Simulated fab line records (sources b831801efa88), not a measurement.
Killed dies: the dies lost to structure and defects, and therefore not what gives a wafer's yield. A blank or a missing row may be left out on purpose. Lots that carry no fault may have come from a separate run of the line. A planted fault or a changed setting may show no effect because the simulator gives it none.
Chamber matching -- flow sky130 -- rie diel-02 running SKY_PASSIVATION_ETCH_11: 4 sister chambers
The step etches the open film in CF4/O2, stops on AlCu, target depth 725 nm, time 161.1 s. 14 wafers are shown with their chamber, then 7 later ones without.

== WAFERS PAIRED WITH THEIR CHAMBERS ==
wafer,chamber,oes product au (a.u.),bias w (W),throttle valve pct (%)
L464.1,2,0.970,151.7,5.960
L464.3,0,0.983,151.5,5.969
L464.5,0,0.983,152.3,5.969
L466.2,3,0.970,152.8,5.954
L466.4,2,0.961,151.2,5.971
L466.6,0,0.993,151.9,5.957
L477.2,2,0.967,151.7,5.948
L477.4,3,0.977,151.5,5.958
L477.6,1,0.982,151.7,5.962
L480.2,2,0.982,151.3,5.955
L480.5,1,0.983,152.3,5.974
L480.6,2,0.978,152.1,5.984
L481.3,2,0.961,151.4,5.955
L481.4,3,0.978,152.3,5.963

SIGNATURES (means of the wafers above)
reading,chamber 0,chamber 1,chamber 2,chamber 3,scatter within a chamber
oes product au,0.98633,0.98250,0.96983,0.97500,0.00696
bias w,151.900,152.000,151.567,152.200,0.437
throttle valve pct,5.96500,5.96800,5.96217,5.95833,0.0104
Rule: distance of a wafer from a chamber = root of the sum over the readings of ((wafer's reading minus chamber's mean) / reading's scatter) squared. If the next closest chamber is less than 2 further off than the closest, the wafer can't be placed; otherwise it belongs to the closest. The scatter: the root of (the sum of the squares of (reading less its chamber's mean) over the shown wafers, divided by (wafers less chambers)).

== WAFERS WITH NO CHAMBER GIVEN ==
wafer,oes product au (a.u.),bias w (W),throttle valve pct (%)
L481.6,0.977,151.6,5.958
L486.2,0.968,152.0,5.974
L486.5,0.982,151.6,5.972
L486.6,0.986,152.1,5.959
L487.1,0.971,151.3,5.966
L487.4,0.978,152.9,5.948
L487.5,0.985,151.9,5.961

== WHICH CHAMBER EACH ONE RAN IN ==
wafer,from the rows above,in truth
L481.6,can't be placed: 2 or 3 or 1 or 0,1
L486.2,can't be placed: 2 or 3 or 1 or 0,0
L486.5,can't be placed: 1 or 0 or 2 or 3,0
L486.6,can't be placed: 0 or 1 or 3 or 2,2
L487.1,can't be placed: 2 or 3 or 1 or 0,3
L487.4,can't be placed: 3 or 1 or 0 or 2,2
L487.5,can't be placed: 0 or 1 or 3 or 2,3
Placed correctly: 0 of 7. These rows do not allow placing 7 (true chamber among the candidates in 7). Number placed wrongly: 0.
